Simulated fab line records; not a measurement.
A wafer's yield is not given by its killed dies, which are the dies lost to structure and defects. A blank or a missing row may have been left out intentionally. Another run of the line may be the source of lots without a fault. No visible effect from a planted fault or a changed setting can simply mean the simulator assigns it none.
Which of the tools did it? / flow gf180mcu / Sampling: 8 lots, 24 wafers, 5 of 602 route steps

== WHAT THE GAUGES READ, wafer by wafer ==
GF_STI_THK_MEAS_22. Usual: STI_OXIDATION_01_THK typically reads 15.2 nm, with standard deviation 0.33.
lot=L304; measured=day 2 03:19; on=film metro-02; STI_OXIDATION_01_THK (nm)=14.9 15.0 14.9; flag=
lot=L305; measured=day 2 09:50; on=film metro-02; STI_OXIDATION_01_THK (nm)=15.4 15.6 15.6; flag=
lot=L306; measured=day 2 14:43; on=film metro-02; STI_OXIDATION_01_THK (nm)=15.1 14.8 15.1; flag=
lot=L307; measured=day 2 18:22; on=film metro-04; STI_OXIDATION_01_THK (nm)=14.6 14.6 14.7; flag=
lot=L308; measured=day 3 00:19; on=film metro-04; STI_OXIDATION_01_THK (nm)=15.9 15.6 15.8; flag=
lot=L309; measured=day 3 04:28; on=film metro-04; STI_OXIDATION_01_THK (nm)=15.3 15.6 15.6; flag=
lot=L314; measured=day 4 08:02; on=film metro-04; STI_OXIDATION_01_THK (nm)=15.3 15.3 15.0; flag=
lot=L315; measured=day 4 12:34; on=film metro-03; STI_OXIDATION_01_THK (nm)=15.7 15.3 15.4; flag=

GF_DNWELL_TW_MEAS_09. Usual: DNWELL_TW typically reads 1344, with standard deviation 6.4.
lot=L304; measured=day 2 18:09; on=film metro-03; DNWELL_TW=1342 1344 1335; flag=
lot=L305; measured=day 3 00:43; on=film metro-03; DNWELL_TW=1352 1357 1355; flag=
lot=L306; measured=day 3 06:07; on=film metro-03; DNWELL_TW=1360 1358 1353; flag=
lot=L307; measured=day 3 10:30; on=film metro-02; DNWELL_TW=1340 1349 1342; flag=
lot=L308; measured=day 3 16:01; on=film metro-02; DNWELL_TW=1344 1339 1334; flag=
lot=L309; measured=day 3 19:45; on=film metro-02; DNWELL_TW=1341 1344 1345; flag=
lot=L314; measured=day 4 23:49; on=film metro-03; DNWELL_TW=1352 1342 1347; flag=
lot=L315; measured=day 5 04:00; on=film metro-01; DNWELL_TW=1349 1337 1344; flag=

GF_LVPWELL_OVL_MEAS_07. Usual: LVPWELL_OVL typically reads -0.7 nm, with standard deviation 1.2.
lot=L304; measured=day 3 19:51; on=overlay-02; LVPWELL_OVL (nm)=-0.1 0.9 0.1; flag=
lot=L305; measured=day 4 03:19; on=overlay-02; LVPWELL_OVL (nm)=-0.2 -1.4 -1.5; flag=
lot=L306; measured=day 4 07:43; on=overlay-01; LVPWELL_OVL (nm)=-2.7 -2.3 -1.9; flag=
lot=L307; measured=day 4 12:18; on=overlay-01; LVPWELL_OVL (nm)=-0.7 0.3 1.7; flag=
lot=L308; measured=day 4 19:21; on=overlay-01; LVPWELL_OVL (nm)=-2.5 -2.8 -1.7; flag=
lot=L309; measured=day 4 22:18; on=overlay-02; LVPWELL_OVL (nm)=-0.9 -0.1 -0.8; flag=
lot=L314; measured=day 6 05:40; on=overlay-01; LVPWELL_OVL (nm)=-0.5 0.8 0.2; flag=
lot=L315; measured=day 6 09:12; on=overlay-01; LVPWELL_OVL (nm)=-0.5 -0.2 -0.1; flag=

GF_HV_LDD_TW_MEAS_50. Usual: HV_LDD_4_TW typically reads 565, with standard deviation 3.3.
lot=L304; measured=day 12 11:33; on=film metro-02; HV_LDD_4_TW=565 566 569; flag=
lot=L305; measured=day 12 18:04; on=film metro-01; HV_LDD_4_TW=565 559 560; flag=
lot=L306; measured=day 13 01:55; on=film metro-01; HV_LDD_4_TW=564 566 567; flag=
lot=L307; measured=day 13 08:12; on=film metro-02; HV_LDD_4_TW=569 569 569; flag=
lot=L308; measured=day 13 19:55; on=film metro-01; HV_LDD_4_TW=564 564 564; flag=
lot=L309; measured=day 14 04:54; on=film metro-02; HV_LDD_4_TW=567 567 568; flag=
lot=L314; measured=day 16 00:25; on=film metro-02; HV_LDD_4_TW=898 899 901; flag=OFF
lot=L315; measured=day 16 02:21; on=film metro-04; HV_LDD_4_TW=899 899 905; flag=OFF

== WHAT TOOL EACH LOT RAN ON (gives the tool, then ch and the chambers of the sampled wafers, and finally the start) ==
lot=L304; GF_HV_LDD_IMPLANT_48=implanter-04 ch 0, day 12 11:18
lot=L305; GF_HV_LDD_IMPLANT_48=implanter-03 ch 0, day 12 17:50
lot=L306; GF_HV_LDD_IMPLANT_48=implanter-01 ch 0, day 13 01:42
lot=L307; GF_HV_LDD_IMPLANT_48=implanter-01 ch 0, day 13 07:57
lot=L308; GF_HV_LDD_IMPLANT_48=implanter-01 ch 0, day 13 19:40
lot=L309; GF_HV_LDD_IMPLANT_48=implanter-01 ch 0, day 14 04:39
lot=L314; GF_HV_LDD_IMPLANT_48=implanter-04 ch 0, day 16 00:12
lot=L315; GF_HV_LDD_IMPLANT_48=implanter-03 ch 0, day 16 02:06
- GF_HV_LDD_IMPLANT_48

== AS READ BY THE TOOLS THEMSELVES (means over the sampled wafers that have a number; for cases with no such wafer, the mark the record gives instead) ==
GF_HV_LDD_IMPLANT_48. Usual: beam energy keV 25.002, standard deviation 0.0076; dose ions cm2 3.0002e+13, standard deviation 2.9e+10.
lot=L304; tool=implanter-04; beam energy keV=24.997; dose ions cm2=2.9989e+13; flag=
lot=L305; tool=implanter-03; beam energy keV=25.007; dose ions cm2=2.9986e+13; flag=
lot=L306; tool=implanter-01; beam energy keV=25.006; dose ions cm2=3.0026e+13; flag=
lot=L307; tool=implanter-01; beam energy keV=25.010; dose ions cm2=3.0007e+13; flag=
lot=L308; tool=implanter-01; beam energy keV=25.006; dose ions cm2=3.0011e+13; flag=
lot=L309; tool=implanter-01; beam energy keV=25.014; dose ions cm2=3.0026e+13; flag=
lot=L314; tool=implanter-04; beam energy keV=25.003; dose ions cm2=3.0025e+13; flag=
lot=L315; tool=implanter-03; beam energy keV=25.008; dose ions cm2=3.0002e+13; flag=

== THE ANSWER, worked out from the rows above alone ==
Rule: a lot counts as off when the mean over its wafers that have a number is more than 3 standard deviations away from the usual mean. Also off: a lot with no number at a reading for which 4 or more lots have one. All remaining lots with rows at the step are treated as sound. First the gauges in route order, then the tools' own readings, where a lot's mean is used as printed above. The first step at which some lot is off is used, and at that step the reading that is off furthest; a lot without a number counts as furthest.
Off: at GF_HV_LDD_TW_MEAS_50 (HV_LDD_4_TW), L314, L315.
A tool fits if, at a process step before that reading, it ran every lot that is off, and no sound lot after the first of them. Gauges at GF_HV_LDD_TW_MEAS_50: tried the same way as those tools. Of those tried, none fits.

== WHAT HAD BEEN PUT IN BY THE SIMULATOR ==
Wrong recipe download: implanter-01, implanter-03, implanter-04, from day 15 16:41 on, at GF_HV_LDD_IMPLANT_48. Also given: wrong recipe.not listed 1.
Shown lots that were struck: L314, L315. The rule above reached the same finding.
